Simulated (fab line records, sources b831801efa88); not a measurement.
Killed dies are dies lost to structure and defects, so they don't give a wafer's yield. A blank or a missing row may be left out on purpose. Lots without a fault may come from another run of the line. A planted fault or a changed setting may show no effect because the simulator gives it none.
Tool commonality check | flow gf180mcu | 11 lots, 33 wafers sampled

WHY IT WAS OPENED
At GF_PASSIVATION_BOW_MEAS_14 the reading PASSIVATION_BOW is flagged on 2 of 11 lots. Wafers without a fault read 137 um, standard deviation 12.
Rule: a lot is flagged when every wafer of it that has a number lies more than 4 standard deviations from that mean, or none has a number. The other lots count as sound.

lot  | measured     | on            | PASSIVATION_BOW (um), wafer by wafer | flag
L212 | day 30 04:13 | film_metro-04 | 131 128 138                          |
L215 | day 30 21:24 | film_metro-01 | 143 148 157                          |
L219 | day 32 00:05 | film_metro-04 | 206 208 209                          | FLAGGED
L221 | day 32 06:35 | film_metro-01 | 207 208 202                          | FLAGGED
L225 | day 33 10:44 | film_metro-01 | 146 142 147                          |
L226 | day 33 12:55 | film_metro-04 | 147 145 142                          |
L228 | day 33 20:44 | film_metro-03 | 138 133 126                          |
L230 | day 34 01:49 | film_metro-01 | 151 148 156                          |
L229 | day 34 05:57 | film_metro-04 | 127 136 149                          |
L231 | day 34 09:15 | film_metro-03 | 106 116 113                          |
L233 | day 34 17:04 | film_metro-01 | 148 133 144                          |
The numbers of the flagged lots are 207 um on average: +70 um against the usual, or +6 standard deviations.

WHICH TOOL RAN EACH LOT
The record holds 3 process steps before the reading, out of a route of 602 steps. In each cell: the tool, then ch and the chambers that the sampled wafers went through, then the start.
lot  | flag    | GF_M4_SPUTTER_00             | GF_MIM_METAL_ETCH_19              | GF_PASSIVATION_ANNEAL_13
L212 |         | pvd_sputter-01, day 23 20:43 | rie_metal-04 ch 0,1, day 26 15:26 | furnace-01 ch 0, day 30 02:43
L215 |         | pvd_sputter-03, day 24 16:31 | rie_metal-03 ch 0,1, day 27 09:50 | furnace-01 ch 0, day 30 19:54
L219 | FLAGGED | pvd_sputter-04, day 25 23:57 | rie_metal-04 ch 0,1, day 28 15:45 | furnace-02, day 31 22:32
L221 | FLAGGED | pvd_sputter-01, day 26 09:41 | rie_metal-04 ch 0,1, day 28 23:26 | furnace-01, day 32 05:05
L225 |         | pvd_sputter-01, day 27 18:11 | rie_metal-04 ch 1, day 30 06:50   | furnace-01 ch 0, day 33 09:11
L226 |         | pvd_sputter-04, day 27 20:41 | rie_metal-02 ch 0,1, day 30 10:40 | furnace-02 ch 0, day 33 11:22
L228 |         | pvd_sputter-04, day 28 05:54 | rie_metal-02 ch 0,1, day 30 18:21 | furnace-02 ch 0, day 33 19:11
L230 |         | pvd_sputter-01, day 28 15:02 | rie_metal-03 ch 0,1, day 31 02:41 | furnace-02 ch 0, day 34 00:17
L229 |         | pvd_sputter-01, day 28 20:01 | rie_metal-03 ch 0,1, day 31 06:36 | furnace-01 ch 0, day 34 04:25
L231 |         | pvd_sputter-01, day 28 22:53 | rie_metal-03 ch 0,1, day 31 08:56 | furnace-02 ch 0, day 34 07:45
L233 |         | pvd_sputter-01, day 29 08:25 | rie_metal-03 ch 0,1, day 31 18:29 | furnace-02 ch 0, day 34 15:33
What these steps do:
- GF_M4_SPUTTER_00: material Ti, target thk 37.5 nm, time 150 s.
- GF_MIM_METAL_ETCH_19: etches the open film in Cl2/BCl3, stops on Si3N4, target depth 324.5 nm, time 54.1 s.
- GF_PASSIVATION_ANNEAL_13: time 1800 s.
- GF_PASSIVATION_BOW_MEAS_14

FLAGGED OVER TOTAL, TOOL BY TOOL (the gauges that took the reading come last)
step                       | tool           | lots run | flagged | share of the flagged lots | sound lots run after its first flagged lot
GF_M4_SPUTTER_00           | pvd_sputter-01 | 7        | 1       | some                      | 5 (L225,L230,L229,L231,L233)
GF_M4_SPUTTER_00           | pvd_sputter-03 | 1        | 0       | none                      | -
GF_M4_SPUTTER_00           | pvd_sputter-04 | 3        | 1       | some                      | 2 (L226,L228)
GF_MIM_METAL_ETCH_19       | rie_metal-02   | 2        | 0       | none                      | -
GF_MIM_METAL_ETCH_19       | rie_metal-03   | 5        | 0       | none                      | -
GF_MIM_METAL_ETCH_19       | rie_metal-04   | 4        | 2       | all                       | 1 (L225)
GF_PASSIVATION_ANNEAL_13   | furnace-01     | 5        | 1       | some                      | 2 (L225,L229)
GF_PASSIVATION_ANNEAL_13   | furnace-02     | 6        | 1       | some                      | 5 (L226,L228,L230,L231,L233)
GF_PASSIVATION_BOW_MEAS_14 | film_metro-01  | 5        | 1       | some                      | 3 (L225,L230,L233)
GF_PASSIVATION_BOW_MEAS_14 | film_metro-03  | 2        | 0       | none                      | -
GF_PASSIVATION_BOW_MEAS_14 | film_metro-04  | 4        | 1       | some                      | 2 (L226,L229)

WHAT THE TABLE ALLOWS
1 row of the table ran every flagged lot: rie_metal-04 at GF_MIM_METAL_ETCH_19.
- rie_metal-04 at GF_MIM_METAL_ETCH_19: 2 of its 4 lots flagged. Sound lots ran on it after the first flagged one (L225), which a lasting fault on the whole tool wouldn't allow.
No row of the table ran every flagged lot and no sound lot after the first.

WHAT THE SIMULATOR HAD PUT IN
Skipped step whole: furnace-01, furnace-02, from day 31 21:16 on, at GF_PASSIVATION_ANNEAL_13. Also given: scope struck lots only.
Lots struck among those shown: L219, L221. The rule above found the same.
